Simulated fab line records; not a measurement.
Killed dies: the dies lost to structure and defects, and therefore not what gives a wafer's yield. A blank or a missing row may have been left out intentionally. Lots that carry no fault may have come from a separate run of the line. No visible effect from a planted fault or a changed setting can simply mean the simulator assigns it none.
fab line records -- flow sky130
record lots=5, wafers=14, last_day=49
route steps=708 shown VT_ADJUST_NCORE@121 VT_ADJUST_HVTR@131 PAD_OPEN@708
lots that met no fault: from a run of the same line without faults
start_h: hours from the record's opening day to when the first of the lot's shown wafers began -- wait_h: how many hours have passed since the lot's step before this one -- " repeats the value in the row above -- L1.1+2: several wafers, shown together as one row -- - either no value or no given start -- * or withheld: withheld -- < > ~ a bound
route shown NAME@n: NAME is a module with steps in the file, n the number in the route of the first one -- usual: mean/standard deviation of fault-free wafers -- same: alike in all rows -- chamber/n: place in a boat -- sites: readings site by site -- _std_site: their standard deviation -- _edge_site: the outer-site mean with the inner-site mean subtracted -- radius_mm: for every site, how far away it sits from the centre of the wafer -- mask NAME#n: copy n -- behind: the last tool/chamber to shape the wafer -- hold: reason for holding the lot/hours on hold/outcome of the hold -- device: which transistor (n, p or np) failed to switch -- end of line: the route-end tests of the same wafers -- a step with no rows: only its recipe -- killed: dies that structure and defects cost at the first sort, which is not the same as the wafer's yield -- map: dies across one wafer; x = killed, . = not, _ = none there
set.NAME: the setting that was run; set.NAME@STEP: the one run at that earlier step -- model.NAME: the simulator's own value behind a step, which no gauge read
certain route steps with their lots: each step a table, each wafer a row
services: the hour from which a tool's chamber was out of use, counted from the record's first day as start_h (under 0 if before that day), plus the number of hours and why
## steps
# step SKY_VT_ADJUST_NCORE_COAT_02
# recipe resist=NOVOLAK, spin_rpm=3000, resist_thk_nm=1140
# step SKY_VT_ADJUST_NCORE_SOFTBAKE_03
# recipe temp_c=90, time_s=60, resist=NOVOLAK
# step SKY_VT_ADJUST_NCORE_EXPOSE_04
# recipe mask_id=LVTN_COMPLEMENT_THIN, na=0.6, source_shape=conventional, sigma_outer=0.6, polarization=unpolarized, target_cd_nm=380, dose_mj=139
# step SKY_VT_ADJUST_NCORE_PEB_05
# recipe temp_c=withheld, time_s=*, resist=NOVOLAK
# step SKY_VT_ADJUST_NCORE_DEVELOP_06
# recipe resist=NOVOLAK, developer=TMAH, develop_time_s=60, dev_temp_c=23
# step SKY_VT_ADJUST_NCORE_CD_MEAS_07
# recipe target_cd_nm=380
# usual cd_nm=379.7/2.2
lot.wafer,tool,chamber,start_h,wait_h,cd_nm
L596.1,cd_sem-02,-,186.37,0.1,380.0
L596.2,cd_sem-02,-,186.37,0.1,379.6
L596.4,cd_sem-02,-,186.37,0.1,379.8
L598.1,cd_sem-02,-,207.24,0.1,377.1
L598.3,cd_sem-02,-,207.24,0.1,376.3
L598.5,cd_sem-02,-,207.24,0.1,378.2
L605.4,cd_sem-02,-,251.95,0.1,379.8
L605.6,cd_sem-02,-,251.95,0.1,380.5
L615.1,cd_sem-02,-,323.19,0.1,379.5
L615.2,cd_sem-02,-,323.19,0.1,381.2
L615.5,cd_sem-02,-,323.19,0.1,378.8
L616.2,cd_sem-02,-,330.06,0.1,379.4
L616.3,cd_sem-02,-,330.06,0.1,381.2
L616.4,cd_sem-02,-,330.06,0.1,381.7
# step SKY_VT_ADJUST_NCORE_OVL_MEAS_08
# usual VT_ADJUST_NCORE_OVL=0.2/1.6
lot.wafer,tool,chamber,start_h,wait_h,VT_ADJUST_NCORE_OVL[nm]
L596.1,overlay-01,-,186.49,0.1,-0.3
L596.2,overlay-01,-,186.49,0.1,0.1
L596.4,overlay-01,-,186.49,0.1,1.8
L598.1,overlay-02,-,207.36,0.1,0.2
L598.3,overlay-02,-,207.36,0.1,0.8
L598.5,overlay-02,-,207.36,0.1,2.0
L605.4,overlay-01,-,252.03,0.1,-0.6
L605.6,overlay-01,-,252.03,0.1,-1.4
L615.1,overlay-02,-,323.31,0.1,2.2
L615.2,overlay-02,-,323.31,0.1,-0.1
L615.5,overlay-02,-,323.31,0.1,2.2
L616.2,overlay-01,-,330.17,0.1,2.4
L616.3,overlay-01,-,330.17,0.1,-0.3
L616.4,overlay-01,-,330.17,0.1,2.8
# step SKY_VT_ADJUST_NCORE_IMPLANT_09
# recipe species=B, energy_kev=10, dose_cm2=2.4e+12, tilt_deg=withheld
# step SKY_VT_ADJUST_NCORE_STRIP_10
# recipe chemistry=O2/N2, power_w=1400, pressure_mtorr=1500, platen_temp_c=withheld, o2_flow_sccm=3000, n2_flow_sccm=300, overash_fraction=0.5
# usual chamber_pressure_mTorr=1500.0/1.3, drypump_motor_current_A=5.5/0.33, oes_product_au=0.716/0.0045, strip_time_to_endpoint_s=14.16/0.038
lot.wafer,tool,chamber,start_h,wait_h,chamber_pressure_mTorr,drypump_motor_current_A,oes_product_au,rf_hours_counter_h,strip_time_to_endpoint_s
L596.1,plasma_asher-04,0,187.08,0.1,1500.3,6.2,0.717,37,14.13
L596.2,plasma_asher-04,1,187.08,0.1,1498.1,5.7,0.725,37,14.10
L596.4,plasma_asher-04,1,187.08,0.1,1499.2,5.7,0.723,-,14.04
L598.1,plasma_asher-04,1,207.55,0.1,1502.1,5.7,0.711,39,14.21
L598.3,plasma_asher-04,0,207.55,0.1,1502.0,6.1,0.720,-,14.21
L598.5,plasma_asher-04,1,207.55,0.1,1498.5,5.6,0.714,-,14.24
L605.4,plasma_asher-04,0,252.23,0.1,1500.9,6.1,0.704,-,14.15
L605.6,plasma_asher-04,1,252.23,0.1,1500.3,5.7,0.719,-,14.13
L615.1,plasma_asher-01,1,323.50,0.1,1500.4,5.6,0.717,62,14.19
L615.2,plasma_asher-01,0,323.50,0.1,1498.4,5.1,0.720,62,14.13
L615.5,plasma_asher-01,0,323.50,0.1,1500.2,5.1,0.713,-,14.17
L616.2,plasma_asher-04,1,330.35,0.1,1500.4,5.7,0.717,50,14.16
L616.3,plasma_asher-04,1,330.35,0.1,1499.9,5.6,0.722,-,14.13
L616.4,plasma_asher-04,0,330.35,0.1,1499.0,6.1,0.713,-,14.14
# step SKY_VT_ADJUST_NCORE_TW_MEAS_11
# usual VT_ADJUST_NCORE_TW=217.0/2.2
lot.wafer,tool,chamber,start_h,wait_h,VT_ADJUST_NCORE_TW
L596.1,film_metro-01,-,187.18,0.1,215.5
L596.2,film_metro-01,-,187.18,0.1,215.7
L596.4,film_metro-01,-,187.18,0.1,214.6
L598.1,film_metro-01,-,207.65,0.1,215.3
L598.3,film_metro-01,-,207.65,0.1,216.0
L598.5,film_metro-01,-,207.65,0.1,217.4
L605.4,film_metro-04,-,252.33,0.1,219.0
L605.6,film_metro-04,-,252.33,0.1,221.0
L615.1,film_metro-04,-,323.60,0.1,218.7
L615.2,film_metro-04,-,323.60,0.1,218.6
L615.5,film_metro-04,-,323.60,0.1,219.3
L616.2,film_metro-02,-,330.46,0.1,216.9
L616.3,film_metro-02,-,330.46,0.1,216.4
L616.4,film_metro-02,-,330.46,0.1,215.9
# step SKY_VT_ADJUST_HVTR_DEHYDRATE_00
# recipe temp_c=200, time_s=60
# step SKY_VT_ADJUST_HVTR_HMDS_01
# recipe prime_time_s=60, prime_temp_c=120
# step SKY_VT_ADJUST_HVTR_COAT_02
# recipe resist=NOVOLAK, spin_rpm=3000, resist_thk_nm=1140
lot.wafer,tool,chamber,start_h,wait_h,model.NOVOLAK_of_VT_ADJUST_HVTR_COAT_02.thk_nm
L596.1+4,litho_track-04,0,198.25,0.1,1139
L596.2,litho_track-04,0,198.25,0.1,1135
L598.1,litho_track-03,0,218.04,0.1,1141
L598.3,litho_track-03,0,218.04,0.1,1134
L598.5,litho_track-03,0,218.04,0.1,1136
L605.4,litho_track-03,0,264.27,0.1,1205
L605.6,litho_track-03,0,264.27,0.1,1204
L615.1,litho_track-03,0,336.44,0.1,1138
L615.2,litho_track-03,0,336.44,0.1,1135
L615.5,litho_track-03,0,336.44,0.1,1143
L616.2+4,litho_track-02,0,343.05,0.1,1143
L616.3,litho_track-02,0,343.05,0.1,1138
# step SKY_VT_ADJUST_HVTR_SOFTBAKE_03
# recipe temp_c=90, time_s=60, resist=NOVOLAK
# step SKY_VT_ADJUST_HVTR_EXPOSE_04
# recipe mask_id=HVTRM, target_cd_nm=380, na=0.6, source_shape=conventional, sigma_outer=0.6, dose_mj=150
# step SKY_VT_ADJUST_HVTR_PEB_05
# recipe temp_c=withheld, time_s=*, resist=NOVOLAK
# step SKY_VT_ADJUST_HVTR_DEVELOP_06
# recipe develop_time_s=60, dev_temp_c=23
# usual developer_temp_C=22.99/0.093
# same develop_time_s=60
lot.wafer,tool,chamber,start_h,wait_h,developer_temp_C,model.NOVOLAK_of_VT_ADJUST_HVTR_COAT_02.thk_nm
L596.1,litho_track-03,0,208.84,0.1,22.93,1139
L596.2,litho_track-03,0,208.84,0.1,23.03,1135
L596.4,litho_track-03,0,208.84,0.1,22.92,1139
L598.1,litho_track-03,0,227.64,0.1,23.08,1141
L598.3,litho_track-03,0,227.64,0.1,22.94,1134
L598.5,litho_track-03,0,227.64,0.1,23.10,1136
L605.4,litho_track-04,0,276.82,0.1,23.07,1205
L605.6,litho_track-04,0,276.82,0.1,22.98,1204
L615.1,litho_track-04,0,349.10,0.1,23.04,1137
L615.2,litho_track-04,0,349.10,0.1,22.89,1135
L615.5,litho_track-04,0,349.10,0.1,22.90,1142
L616.2,litho_track-04,0,356.42,0.1,23.19,1142
L616.3,litho_track-04,0,356.42,0.1,23.08,1138
L616.4,litho_track-04,0,356.42,0.1,23.19,1143
# step SKY_VT_ADJUST_HVTR_CD_MEAS_07
# recipe target_cd_nm=380
# usual cd_nm=380.5/2.5
lot.wafer,tool,chamber,start_h,wait_h,cd_nm
L596.1,cd_sem-02,-,208.99,0.1,383.9
L596.2,cd_sem-02,-,208.99,0.1,383.6
L596.4,cd_sem-02,-,208.99,0.1,384.4
L598.1,cd_sem-02,-,227.79,0.1,377.4
L598.3,cd_sem-02,-,227.79,0.1,376.6
L598.5,cd_sem-02,-,227.79,0.1,375.8
L605.4,cd_sem-01,-,276.96,0.1,374.5
L605.6,cd_sem-01,-,276.96,0.1,368.9
L615.1,cd_sem-02,-,349.25,0.1,383.9
L615.2,cd_sem-02,-,349.25,0.1,384.8
L615.5,cd_sem-02,-,349.25,0.1,383.6
L616.2,cd_sem-01,-,356.57,0.1,377.1
L616.3,cd_sem-01,-,356.57,0.1,379.0
L616.4,cd_sem-01,-,356.57,0.1,376.6
# step SKY_VT_ADJUST_HVTR_OVL_MEAS_08
# usual VT_ADJUST_HVTR_OVL=0.0/1.5
lot.wafer,tool,chamber,start_h,wait_h,VT_ADJUST_HVTR_OVL[nm]
L596.1,overlay-01,-,209.11,0.1,-2.3
L596.2,overlay-01,-,209.11,0.1,-2.4
L596.4,overlay-01,-,209.11,0.1,-2.1
L598.1,overlay-02,-,227.91,0.1,1.5
L598.3,overlay-02,-,227.91,0.1,-0.4
L598.5,overlay-02,-,227.91,0.1,-2.1
L605.4,overlay-01,-,277.04,0.1,0.5
L605.6,overlay-01,-,277.04,0.1,-1.0
L615.1,overlay-02,-,349.37,0.1,2.6
L615.2,overlay-02,-,349.37,0.1,2.0
L615.5,overlay-02,-,349.37,0.1,-0.2
L616.2,overlay-02,-,356.67,0.1,-1.1
L616.3,overlay-02,-,356.67,0.1,-0.5
L616.4,overlay-02,-,356.67,0.1,-0.2
# step SKY_VT_ADJUST_HVTR_IMPLANT_09
# recipe species=B, energy_kev=10, dose_cm2=2.1e+12, tilt_deg=withheld
# step SKY_VT_ADJUST_HVTR_STRIP_10
# recipe chemistry=O2/N2, power_w=1400, pressure_mtorr=1500, platen_temp_c=withheld, o2_flow_sccm=3000, n2_flow_sccm=300, overash_fraction=0.5
# usual chamber_pressure_mTorr=1499.9/1.3, drypump_motor_current_A=5.27/0.25, oes_product_au=0.716/0.0042, strip_time_to_endpoint_s=14.16/0.045
lot.wafer,tool,chamber,start_h,wait_h,chamber_pressure_mTorr,drypump_motor_current_A,oes_product_au,rf_hours_counter_h,strip_time_to_endpoint_s
L596.1,plasma_asher-03,0,209.30,0.1,1501.8,5.46,0.720,9,14.17
L596.2,plasma_asher-03,1,209.30,0.1,1500.5,4.96,0.714,9,14.12
L596.4,plasma_asher-03,0,209.30,0.1,1502.3,5.45,0.708,-,14.14
L598.1,plasma_asher-03,1,228.10,0.1,1498.1,4.93,0.716,11,14.19
L598.3,plasma_asher-03,0,228.10,0.1,1499.0,5.48,0.716,-,14.10
L598.5,plasma_asher-03,0,228.10,0.1,1500.2,5.47,0.716,-,14.14
L605.4,plasma_asher-03,1,277.24,0.1,1497.7,4.95,0.716,-,14.91
L605.6,plasma_asher-03,0,277.24,0.1,1498.0,5.41,0.718,-,14.91
L615.1,plasma_asher-01,0,349.55,0.1,1498.9,5.14,0.711,64,14.14
L615.2,plasma_asher-01,1,349.55,0.1,1499.1,5.56,0.723,64,14.11
L615.5,plasma_asher-01,0,349.55,0.1,1499.1,5.15,0.722,-,14.21
L616.2,plasma_asher-03,1,356.85,0.1,1499.9,4.97,0.713,24,14.20
L616.3,plasma_asher-03,0,356.85,0.1,1501.4,5.45,0.716,-,14.17
L616.4,plasma_asher-03,1,356.85,0.1,1498.3,4.96,0.716,-,14.22
# step SKY_VT_ADJUST_HVTR_TW_MEAS_11
# usual VT_ADJUST_HVTR_TW=210.2/1
lot.wafer,tool,chamber,start_h,wait_h,VT_ADJUST_HVTR_TW
L596.1,film_metro-02,-,209.40,0.1,208.3
L596.2,film_metro-02,-,209.40,0.1,208.5
L596.4,film_metro-02,-,209.40,0.1,207.9
L598.1,film_metro-02,-,228.20,0.1,208.8
L598.3,film_metro-02,-,228.20,0.1,209.9
L598.5,film_metro-02,-,228.20,0.1,209.9
L605.4,film_metro-03,-,277.33,0.1,211.2
L605.6,film_metro-03,-,277.33,0.1,211.0
L615.1,film_metro-03,-,349.65,0.1,209.8
L615.2,film_metro-03,-,349.65,0.1,210.7
L615.5,film_metro-03,-,349.65,0.1,211.5
L616.2,film_metro-04,-,356.96,0.1,210.5
L616.3,film_metro-04,-,356.96,0.1,212.2
L616.4,film_metro-04,-,356.96,0.1,211.3
# step SKY_PAD_OPEN_PROBE_99
# usual killed_at_M0_to_M3=43/6.5, killed_at_M4_up=3.5/1.9, killed_at_contacts=24/5.4, killed_at_front_end=16/4.8, killed_at_other=0.4/0.64, killed_dies=87/9.4, killed_open=47/7, killed_short=40/6.3
# same gross_dies=492, killed_at_back_side=0
lot.wafer,tool,chamber,start_h,wait_h,killed_at_M0_to_M3,killed_at_M4_up,killed_at_contacts,killed_at_front_end,killed_at_other,killed_dies,killed_open,killed_short
L596.1,prober-02,-,1077.90,0.1,49,4,27,10,0,90,54,36
L596.2,prober-02,-,1077.95,0.1,45,1,20,6,0,72,45,27
L596.4,prober-02,-,1078.05,0.2,37,1,28,12,0,78,46,32
# killed by level:class
L596.1 CONTACT:geometric_particle:open=14 LI_CONTACT:geometric_particle:open=8 VIA1:geometric_particle:open=8 VIA2:geometric_particle:open=8 VIA3:geometric_particle:open=8 VIA1:geometric_particle:short=7 METAL3:geometric_particle:short=5 FIELD_ISO:geometric_particle:open=4
L596.2 VIA1:geometric_particle:open=12 CONTACT:geometric_particle:open=9 VIA1:geometric_particle:short=7 VIA3:geometric_particle:open=7 METAL2:geometric_particle:short=6 LI_CONTACT:geometric_particle:open=5 METAL1:geometric_particle:short=4 VIA2:geometric_particle:open=4
L596.4 CONTACT:geometric_particle:open=13 VIA1:geometric_particle:open=10 LI_CONTACT:geometric_particle:open=7 METAL3:geometric_particle:short=5 VIA3:geometric_particle:open=5 CONTACT:geometric_particle:short=4 VIA2:geometric_particle:open=4 FIELD_ISO:geometric_particle:short=3
## services
tool,chamber,start_h,hours,kind
plasma_asher-04,-,223.91,1.5,repair
plasma_asher-01,-,249.75,5.9,repair
plasma_asher-03,-,285.26,2.8,pm
plasma_asher-01,-,311.74,1.2,repair
plasma_asher-01,-,324.63,8.0,repair
## key
first_sign step=SKY_VT_ADJUST_HVTR_CD_MEAS_07, reading=cd_nm, direction=down, sigmas=3.5, usual=380.5, struck=371.7
effect step=SKY_VT_ADJUST_HVTR_STRIP_10, reading=strip_time_to_endpoint_s, direction=up, sigmas=17, usual=*, struck=*
model_effect step=SKY_VT_ADJUST_HVTR_COAT_02, value=NOVOLAK_of_VT_ADJUST_HVTR_COAT_02.thk_nm, without=1137, struck=1205
model_effect step=SKY_VT_ADJUST_HVTR_DEVELOP_06, value=NOVOLAK_of_VT_ADJUST_HVTR_COAT_02.thk_nm, without=1137, struck=1205
met_at SKY_VT_ADJUST_HVTR_COAT_02
struck_wafers L605.4,L605.6
tester_left_out L605
onset_between 218.04 264.27
fault kind=process_parameter_drift, tool=litho_track-03, chamber=-, onset_h=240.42, steps=SKY_VT_ADJUST_HVTR_COAT_02, channel=resist_thk_nm, offset=67.95, shape=step, end_h=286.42, scope=struck_wafers_only, acts_in=these_recipes_only, stated=1140
# tester_left_out: of these lots the tester's yield and bins aren't shown, on N5 and GAA mostly nor the transistor test; their killed dies are dies lost to structure and defects alone, not to doping, threshold or leakage, so they don't give the yield
